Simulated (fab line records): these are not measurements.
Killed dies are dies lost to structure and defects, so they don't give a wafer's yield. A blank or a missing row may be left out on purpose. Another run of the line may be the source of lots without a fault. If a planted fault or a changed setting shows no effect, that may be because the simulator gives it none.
fab line records || flow sky130 || part 2 of 2: steps 43 to 43 of 43
record: {"lots": 5, "wafers": 14, "last_day": 49}
route steps=708 shown VIA4@653 METAL5@661 PASSIVATION@681 PAD_OPEN@694
lots with no fault: from the same line, run without faults
start_h: the number of hours between the record's first day and the start of the first shown wafer of the lot || wait_h: how many hours have passed since the lot's step before this one || " repeats the value in the row above || L1.1+2: one row covering several wafers at once || - no value, or no start given || * or withheld: withheld || < > ~ a bound
route shown NAME@n: names a module that has steps shown in the file, with the first one's number in the route || usual: mean/standard deviation of fault-free wafers || same: alike in all rows || chamber/n: place in a boat || sites: each site's reading || _std_site: their standard deviation || _edge_site: mean of outer sites minus mean of inner sites || radius_mm: for every site, how far away it sits from the centre of the wafer || mask NAME#n: copy n || behind: tool/chamber where the wafer was last shaped || hold: what put the lot on hold/how long, in hours/how the hold closed || device: whichever transistor did not switch (one of n, p or np) || end of line: at the end of the route, the tests of the same wafers || step lacking rows: just its recipe || killed: dies that structure and defects cost at the first sort, which is not the same as the wafer's yield || map: the dies of a wafer, with x for killed, . for not killed, _ for no die there
set.NAME: the setting that was run; set.NAME@STEP: the one run at that earlier step || model.NAME: the simulator's own value behind a step, which no gauge read
lots seen at some steps along the route; tables by step, rows by wafer
services: a tool's chamber out of use, with start hour (start_h, from the record's first day; less than 0 if before it), hours out, and reason
== steps ==
step: SKY_PAD_OPEN_PROBE_99
usual: {"defect_limited_yield": "82.5/2", "killed_at_M0_to_M3": "44/7.7", "killed_at_M4_up": "3.0/1.9", "killed_at_contacts": "25/5.6", "killed_at_front_end": "15/4.6", "killed_at_other": "0.3/0.47", "killed_dies": "86/9.9", "killed_open": "47/7.4", "killed_short": "39/5.9", "sort_bin_3_pad_short": "0.8/0.37", "sort_bin_5_function": "10.4/1.5", "sort_bin_6_memory": "6.3/1", "sort_n_pass": "406/9.9", "sort_yield_pct": "82.5/2"}
same: {"gross_dies": 492, "killed_at_back_side": 0, "sort_bin_4_leakage[%]": 0, "sort_bin_8_speed[%]": 0}
{"lot.wafer": "L111.2", "tool": "prober-02", "chamber": "-", "start_h": 1086.95, "wait_h": 0.1, "hold": "-", "defect_limited_yield[%]": 84.1, "killed_at_M0_to_M3": 32, "killed_at_M4_up": 1, "killed_at_contacts": 25, "killed_at_front_end": 20, "killed_at_other": 0, "killed_dies": 78, "killed_open": 50, "killed_short": 28, "sort_bin_3_pad_short[%]": 0.6, "sort_bin_5_function[%]": 9.3, "sort_bin_6_memory[%]": 5.9, "sort_n_pass": 414, "sort_yield_pct[%]": 84.1}
{"lot.wafer": "L111.3", "tool": "prober-02", "chamber": "-", "start_h": 1087.00, "wait_h": 0.2, "hold": "-", "defect_limited_yield[%]": 84.1, "killed_at_M0_to_M3": 43, "killed_at_M4_up": 4, "killed_at_contacts": 21, "killed_at_front_end": 10, "killed_at_other": 0, "killed_dies": 78, "killed_open": 42, "killed_short": 36, "sort_bin_3_pad_short[%]": 0.2, "sort_bin_5_function[%]": 10.6, "sort_bin_6_memory[%]": 5.1, "sort_n_pass": 414, "sort_yield_pct[%]": 84.1}
{"lot.wafer": "L111.4", "tool": "prober-02", "chamber": "-", "start_h": 1087.05, "wait_h": 0.2, "hold": "-", "defect_limited_yield[%]": 80.3, "killed_at_M0_to_M3": 50, "killed_at_M4_up": 4, "killed_at_contacts": 29, "killed_at_front_end": 14, "killed_at_other": 0, "killed_dies": 97, "killed_open": 51, "killed_short": 46, "sort_bin_3_pad_short[%]": 0.6, "sort_bin_5_function[%]": 11.6, "sort_bin_6_memory[%]": 7.5, "sort_n_pass": 395, "sort_yield_pct[%]": 80.3}
{"lot.wafer": "L112.1", "tool": "prober-01", "chamber": "-", "start_h": 1090.66, "wait_h": 0.1, "hold": "-", "defect_limited_yield[%]": 82.9, "killed_at_M0_to_M3": 45, "killed_at_M4_up": 2, "killed_at_contacts": 22, "killed_at_front_end": 15, "killed_at_other": 0, "killed_dies": 84, "killed_open": 45, "killed_short": 39, "sort_bin_3_pad_short[%]": 0.4, "sort_bin_5_function[%]": 10.0, "sort_bin_6_memory[%]": 6.7, "sort_n_pass": 408, "sort_yield_pct[%]": 82.9}
{"lot.wafer": "L112.2", "tool": "prober-01", "chamber": "-", "start_h": 1090.71, "wait_h": 0.1, "hold": "-", "defect_limited_yield[%]": 80.5, "killed_at_M0_to_M3": 49, "killed_at_M4_up": 4, "killed_at_contacts": 26, "killed_at_front_end": 17, "killed_at_other": 0, "killed_dies": 96, "killed_open": 57, "killed_short": 39, "sort_bin_3_pad_short[%]": 0.4, "sort_bin_5_function[%]": 11.4, "sort_bin_6_memory[%]": 7.7, "sort_n_pass": 396, "sort_yield_pct[%]": 80.5}
{"lot.wafer": "L112.6", "tool": "prober-01", "chamber": "-", "start_h": 1090.91, "wait_h": 0.2, "hold": "-", "defect_limited_yield[%]": 84.6, "killed_at_M0_to_M3": 35, "killed_at_M4_up": 4, "killed_at_contacts": 20, "killed_at_front_end": 17, "killed_at_other": 0, "killed_dies": 76, "killed_open": 38, "killed_short": 38, "sort_bin_3_pad_short[%]": 0.8, "sort_bin_5_function[%]": 8.3, "sort_bin_6_memory[%]": 6.3, "sort_n_pass": 416, "sort_yield_pct[%]": 84.6}
{"lot.wafer": "L121.2", "tool": "prober-02", "chamber": "-", "start_h": 1146.61, "wait_h": 0.1, "hold": "-", "defect_limited_yield[%]": 81.5, "killed_at_M0_to_M3": 40, "killed_at_M4_up": 4, "killed_at_contacts": 30, "killed_at_front_end": 17, "killed_at_other": 0, "killed_dies": 91, "killed_open": 47, "killed_short": 44, "sort_bin_3_pad_short[%]": 1.0, "sort_bin_5_function[%]": 11.8, "sort_bin_6_memory[%]": 5.7, "sort_n_pass": 401, "sort_yield_pct[%]": 81.5}
{"lot.wafer": "L121.4", "tool": "prober-02", "chamber": "-", "start_h": 1146.71, "wait_h": 0.2, "hold": "-", "defect_limited_yield[%]": 81.1, "killed_at_M0_to_M3": 45, "killed_at_M4_up": 1, "killed_at_contacts": 21, "killed_at_front_end": 24, "killed_at_other": 2, "killed_dies": 93, "killed_open": 46, "killed_short": 47, "sort_bin_3_pad_short[%]": 0.6, "sort_bin_5_function[%]": 13.2, "sort_bin_6_memory[%]": 5.1, "sort_n_pass": 399, "sort_yield_pct[%]": 81.1}
{"lot.wafer": "L121.6", "tool": "prober-02", "chamber": "-", "start_h": 1146.81, "wait_h": 0.2, "hold": "-", "defect_limited_yield[%]": 82.1, "killed_at_M0_to_M3": 31, "killed_at_M4_up": 5, "killed_at_contacts": 35, "killed_at_front_end": 17, "killed_at_other": 0, "killed_dies": 88, "killed_open": 57, "killed_short": 31, "sort_bin_3_pad_short[%]": 0.6, "sort_bin_5_function[%]": 10.8, "sort_bin_6_memory[%]": 6.5, "sort_n_pass": 404, "sort_yield_pct[%]": 82.1}
{"lot.wafer": "L120.3", "tool": "prober-01", "chamber": "-", "start_h": 1151.96, "wait_h": 0.2, "hold": "-", "defect_limited_yield[%]": 87.6, "killed_at_M0_to_M3": 30, "killed_at_M4_up": 2, "killed_at_contacts": 17, "killed_at_front_end": 12, "killed_at_other": 0, "killed_dies": 61, "killed_open": 41, "killed_short": 20, "sort_bin_3_pad_short[%]": 0.6, "sort_bin_5_function[%]": 6.5, "sort_bin_6_memory[%]": 5.3, "sort_n_pass": 431, "sort_yield_pct[%]": 87.6}
{"lot.wafer": "L120.4", "tool": "prober-01", "chamber": "-", "start_h": 1152.01, "wait_h": 0.2, "hold": "-", "defect_limited_yield[%]": 84.3, "killed_at_M0_to_M3": 33, "killed_at_M4_up": 3, "killed_at_contacts": 28, "killed_at_front_end": 13, "killed_at_other": 0, "killed_dies": 77, "killed_open": 48, "killed_short": 29, "sort_bin_3_pad_short[%]": 0.6, "sort_bin_5_function[%]": 8.3, "sort_bin_6_memory[%]": 6.7, "sort_n_pass": 415, "sort_yield_pct[%]": 84.3}
{"lot.wafer": "L120.5", "tool": "prober-01", "chamber": "-", "start_h": 1152.06, "wait_h": 0.2, "hold": "-", "defect_limited_yield[%]": 84.8, "killed_at_M0_to_M3": 35, "killed_at_M4_up": 5, "killed_at_contacts": 22, "killed_at_front_end": 13, "killed_at_other": 0, "killed_dies": 75, "killed_open": 51, "killed_short": 24, "sort_bin_3_pad_short[%]": 0.4, "sort_bin_5_function[%]": 8.7, "sort_bin_6_memory[%]": 6.1, "sort_n_pass": 417, "sort_yield_pct[%]": 84.8}
{"lot.wafer": "L129.1", "tool": "prober-01", "chamber": "-", "start_h": 1183.01, "wait_h": 0.1, "hold": "await_dispo/6.0h/release", "defect_limited_yield[%]": 81.5, "killed_at_M0_to_M3": 39, "killed_at_M4_up": 6, "killed_at_contacts": 29, "killed_at_front_end": 16, "killed_at_other": 1, "killed_dies": 91, "killed_open": 48, "killed_short": 43, "sort_bin_3_pad_short[%]": 1.4, "sort_bin_5_function[%]": 9.8, "sort_bin_6_memory[%]": 7.3, "sort_n_pass": 401, "sort_yield_pct[%]": 81.5}
{"lot.wafer": "L129.5", "tool": "prober-01", "chamber": "-", "start_h": 1183.21, "wait_h": 0.2, "hold": "await_dispo/6.0h/release", "defect_limited_yield[%]": 84.3, "killed_at_M0_to_M3": 45, "killed_at_M4_up": 4, "killed_at_contacts": 23, "killed_at_front_end": 5, "killed_at_other": 0, "killed_dies": 77, "killed_open": 40, "killed_short": 37, "sort_bin_3_pad_short[%]": 0.2, "sort_bin_5_function[%]": 9.6, "sort_bin_6_memory[%]": 5.9, "sort_n_pass": 415, "sort_yield_pct[%]": 84.3}
killed by level:class
L111.2 CONTACT:geometric_particle:open=12 LI_CONTACT:geometric_particle:open=7 FIELD_ISO:geometric_particle:open=6 VIA1:geometric_particle:short=6 VIA2:geometric_particle:open=5 VIA3:geometric_particle:open=5 POLY_CUT:geometric_particle:open=4 LOCAL_INTERCONNECT:geometric_particle:short=4
L111.3 VIA1:geometric_particle:open=11 CONTACT:geometric_particle:open=10 METAL1:geometric_particle:short=6 VIA3:geometric_particle:open=6 VIA3:geometric_particle:short=5 LI_CONTACT:geometric_particle:open=4 FIELD_ISO:geometric_particle:open=3 POLY_GATE:geometric_particle:short=3
L111.4 CONTACT:geometric_particle:open=12 VIA1:geometric_particle:open=12 METAL1:geometric_particle:short=10 POLY_GATE:geometric_particle:open=7 LI_CONTACT:geometric_particle:open=6 METAL2:geometric_particle:short=6 CONTACT:geometric_particle:short=5 VIA1:geometric_particle:short=5
L112.1 VIA1:geometric_particle:open=14 LI_CONTACT:geometric_particle:open=7 VIA2:geometric_particle:open=6 CONTACT:geometric_particle:short=6 VIA1:geometric_particle:short=6 METAL2:geometric_particle:short=6 POLY_GATE:geometric_particle:short=5 VIA3:geometric_particle:open=5
L112.2 CONTACT:geometric_particle:open=12 VIA3:geometric_particle:open=10 VIA1:geometric_particle:open=9 VIA2:geometric_particle:open=9 METAL2:geometric_particle:short=6 POLY_GATE:geometric_particle:open=5 POLY_GATE:geometric_particle:short=4 CONTACT:geometric_particle:short=4
L112.6 VIA1:geometric_particle:open=13 LOCAL_INTERCONNECT:geometric_particle:short=7 POLY_GATE:geometric_particle:short=6 VIA2:geometric_particle:short=6 CONTACT:geometric_particle:open=5 VIA2:geometric_particle:open=5 FIELD_ISO:geometric_particle:open=3 FIELD_ISO:geometric_particle:short=3
L121.2 CONTACT:geometric_particle:open=15 CONTACT:geometric_particle:short=10 VIA1:geometric_particle:open=9 VIA3:geometric_particle:open=6 POLY_GATE:geometric_particle:short=5 VIA1:geometric_particle:short=5 METAL2:geometric_particle:short=5 FIELD_ISO:geometric_particle:open=4
L121.4 VIA1:geometric_particle:open=12 POLY_GATE:geometric_particle:open=9 POLY_GATE:geometric_particle:short=7 VIA1:geometric_particle:short=6 CONTACT:geometric_particle:short=5 METAL3:geometric_particle:short=5 LOCAL_INTERCONNECT:geometric_particle:short=5 VIA3:geometric_particle:open=5
L121.6 VIA1:geometric_particle:open=11 LI_CONTACT:geometric_particle:open=10 CONTACT:geometric_particle:open=10 CONTACT:geometric_particle:short=9 VIA2:geometric_particle:open=7 POLY_GATE:geometric_particle:open=5 POLY_GATE:geometric_particle:short=4 SPACER:geometric_particle:open=3
L120.3 CONTACT:geometric_particle:open=8 LI_CONTACT:geometric_particle:open=8 VIA2:geometric_particle:open=7 VIA3:geometric_particle:open=6 METAL1:geometric_particle:short=6 FIELD_ISO:geometric_particle:open=3 FIELD_ISO:geometric_particle:short=3 POLY_GATE:geometric_particle:open=3
L120.4 CONTACT:geometric_particle:open=18 VIA1:geometric_particle:open=7 VIA3:geometric_particle:open=6 METAL2:geometric_particle:short=6 LI_CONTACT:geometric_particle:open=5 FIELD_ISO:geometric_particle:short=4 FIELD_ISO:geometric_particle:open=3 POLY_GATE:geometric_particle:open=3
L120.5 LI_CONTACT:geometric_particle:open=9 VIA1:geometric_particle:open=8 CONTACT:geometric_particle:open=8 VIA3:geometric_particle:open=7 VIA2:geometric_particle:open=7 FIELD_ISO:geometric_particle:open=5 METAL4:geometric_particle:short=5 METAL1:geometric_particle:short=4
L129.1 CONTACT:geometric_particle:short=8 CONTACT:geometric_particle:open=7 LI_CONTACT:geometric_particle:open=6 METAL1:geometric_particle:short=6 VIA1:geometric_particle:open=6 FIELD_ISO:geometric_particle:short=5 VIA2:geometric_particle:open=5 VIA3:geometric_particle:open=5
L129.5 CONTACT:geometric_particle:open=9 VIA1:geometric_particle:open=8 VIA2:geometric_particle:open=8 METAL2:geometric_particle:short=7 LI_CONTACT:geometric_particle:open=6 VIA3:geometric_particle:open=4 CONTACT:geometric_particle:short=4 VIA1:geometric_particle:short=4
map L129.1 (x killed, . not)
__________.x.......x_________
________x......x.xx..._______
______..x...xx.........._____
_____x.........x.........____
____...x...x.xxx..........___
___...........x..x.........__
__...x.xx........x...x.x...._
_.........xx....xx...x......x
_......x..x.xx...x.x....x..x.
_..x.........x.x........xxx..
_.....x.............xx..x....
_...x.....x..........x...x...
_............x..xx..x....x...
_...x....x..x...x...x.xx.....
_xx.x..x........xx......x.xx.
__.....x.x........x........x_
___...........xx..x..x.....__
____......................___
_____x........x......x...____
______...x............x._____
________x.....x..x...._______
__________..xx......_________
map L112.2 (x killed, . not)
__________......x.x._________
________.x...xx..x.x.x_______
______.............x...x_____
_____.................x..____
____x..x...x..............___
___.........x..x...........__
__xx.x.x...................._
_....xx.x..xx...x.x.......x..
_...x.....xx...x.....x..x..xx
_.x................xxx....x..
_...x........x......xx...xxx.
_....xx.x...x....x....x......
_..x......x.x....x...x....x..
_........x..x....x..x........
_x...xx......x.x..........x..
__..x..x..x...............x._
___.....xx.x...x......x....__
____x...x.x....xx..x...xx.___
_____.................x..____
______.....x..........x._____
________...x....xx...._______
__________..xxx....._________
== services ==
{"tool": "cvd_w-02", "chamber": 0, "start_h": 1018.60, "hours": 9.0, "kind": "repair"}
{"tool": "rie_diel-02", "chamber": 2, "start_h": 1022.33, "hours": 3.2, "kind": "repair"}
{"tool": "rie_diel-04", "chamber": 3, "start_h": 1026.41, "hours": 3.1, "kind": "repair"}
{"tool": "rie_diel-04", "chamber": "-", "start_h": 1028.07, "hours": 0.6, "kind": "repair"}
{"tool": "rie_diel-01", "chamber": "-", "start_h": 1030.24, "hours": 2.8, "kind": "pm"}
{"tool": "rie_diel-02", "chamber": 1, "start_h": 1037.27, "hours": 9.3, "kind": "repair"}
{"tool": "plasma_asher-02", "chamber": "-", "start_h": 1037.57, "hours": 1.5, "kind": "repair"}
{"tool": "rie_diel-04", "chamber": 3, "start_h": 1039.84, "hours": 3.2, "kind": "repair"}
{"tool": "rie_diel-01", "chamber": 3, "start_h": 1043.77, "hours": 1.9, "kind": "repair"}
{"tool": "rie_diel-04", "chamber": 2, "start_h": 1045.67, "hours": 1.2, "kind": "repair"}
{"tool": "rie_diel-02", "chamber": 0, "start_h": 1047.60, "hours": 3.3, "kind": "repair"}
{"tool": "rie_diel-02", "chamber": 2, "start_h": 1053.83, "hours": 2.4, "kind": "repair"}
{"tool": "rie_diel-04", "chamber": "-", "start_h": 1056.54, "hours": 0.3, "kind": "repair"}
{"tool": "plasma_asher-02", "chamber": "-", "start_h": 1060.96, "hours": 24.7, "kind": "pm"}
{"tool": "rie_diel-04", "chamber": "-", "start_h": 1078.19, "hours": 2.8, "kind": "pm"}
{"tool": "cvd_w-02", "chamber": 1, "start_h": 1093.35, "hours": 7.9, "kind": "repair"}
{"tool": "pecvd-01", "chamber": "-", "start_h": 1099.99, "hours": 5.5, "kind": "pm"}
{"tool": "rie_diel-02", "chamber": "-", "start_h": 1101.00, "hours": 0.4, "kind": "repair"}
{"tool": "rie_diel-04", "chamber": "-", "start_h": 1109.71, "hours": 0.4, "kind": "repair"}
{"tool": "rie_metal-02", "chamber": "-", "start_h": 1114.03, "hours": 0.2, "kind": "repair"}
{"tool": "pecvd-01", "chamber": "-", "start_h": 1120.06, "hours": 4.3, "kind": "pm"}
{"tool": "cvd_w-02", "chamber": "-", "start_h": 1139.29, "hours": 1.9, "kind": "repair"}
{"tool": "plasma_asher-02", "chamber": "-", "start_h": 1140.78, "hours": 0.4, "kind": "repair"}
{"tool": "rie_metal-02", "chamber": 1, "start_h": 1173.62, "hours": 8.1, "kind": "repair"}
